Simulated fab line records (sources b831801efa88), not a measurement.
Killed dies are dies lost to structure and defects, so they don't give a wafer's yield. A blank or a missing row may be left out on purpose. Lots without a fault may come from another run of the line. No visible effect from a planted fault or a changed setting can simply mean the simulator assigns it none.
Chamber matching :: flow sky130 :: SKY_VIA4_CMP_21 on cmp-02: 4 sister chambers
The step polishes, stops on SiO2, t overpolish 25 s, target thk 0 nm. 8 wafers are shown with their chamber, then 7 later ones without.

## WAFERS WITH THEIR CHAMBER
wafer: L277.5
chamber: 1
motorCurrentA (A): 12.8
timeToEndpointS (s): 128

wafer: L278.2
chamber: 2
motorCurrentA (A): 11.7
timeToEndpointS (s): 125

wafer: L278.6
chamber: 0
motorCurrentA (A): 9.7
timeToEndpointS (s): 126

wafer: L280.2
chamber: 3
motorCurrentA (A): 10.7
timeToEndpointS (s): 123

wafer: L280.4
chamber: 0
motorCurrentA (A): 10.5
timeToEndpointS (s): 126

wafer: L280.6
chamber: 1
motorCurrentA (A): 12.7
timeToEndpointS (s): 123

wafer: L282.2
chamber: 2
motorCurrentA (A): 11.3
timeToEndpointS (s): 122

wafer: L282.3
chamber: 3
motorCurrentA (A): 11.2
timeToEndpointS (s): 115

## WAFERS WITHOUT THEIR CHAMBER
wafer: L282.6
motorCurrentA (A): 10.7
timeToEndpointS (s): 115

wafer: L284.1
motorCurrentA (A): 12.2
timeToEndpointS (s): 118

wafer: L284.2
motorCurrentA (A): 10.5
timeToEndpointS (s): 124

wafer: L284.4
motorCurrentA (A): 11.8
timeToEndpointS (s): 124

wafer: L297.1
motorCurrentA (A): 11.8
timeToEndpointS (s): 126

wafer: L297.5
motorCurrentA (A): 12.4
timeToEndpointS (s): 126

wafer: L297.6
motorCurrentA (A): 10.5
timeToEndpointS (s): 132

## WHICH CHAMBER EACH WENT THROUGH
wafer: L282.6
from the rows above: can't be placed: 3 or 2
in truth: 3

wafer: L284.1
from the rows above: can't be placed: 2 or 1 or 3
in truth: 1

wafer: L284.2
from the rows above: can't be placed: 0 or 3 or 2
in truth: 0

wafer: L284.4
from the rows above: can't be placed: 2 or 1 or 3
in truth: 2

wafer: L297.1
from the rows above: can't be placed: 2 or 1 or 3
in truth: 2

wafer: L297.5
from the rows above: can't be placed: 1 or 2
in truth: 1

wafer: L297.6
from the rows above: can't be placed: 0 or 2 or 3
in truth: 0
Placed correctly: 0 of 7. Unplaceable from these rows: 7, with the true chamber sitting among the candidates in 7. Wrongly placed: 0.
How it was worked out, from the rows above alone: a wafer's distance from a chamber is the root of the sum, over the readings, of the square of ((its reading less the chamber's mean) divided by the reading's scatter). If the next closest chamber is less than 2 further off than the closest, the wafer can't be placed; otherwise it belongs to the closest. For every chamber, the mean is computed from those of its wafers that are shown. The scatter is the square root of a quotient: the sum, over the shown wafers, of each reading's squared deviation from its chamber's mean, divided by wafers minus chambers.
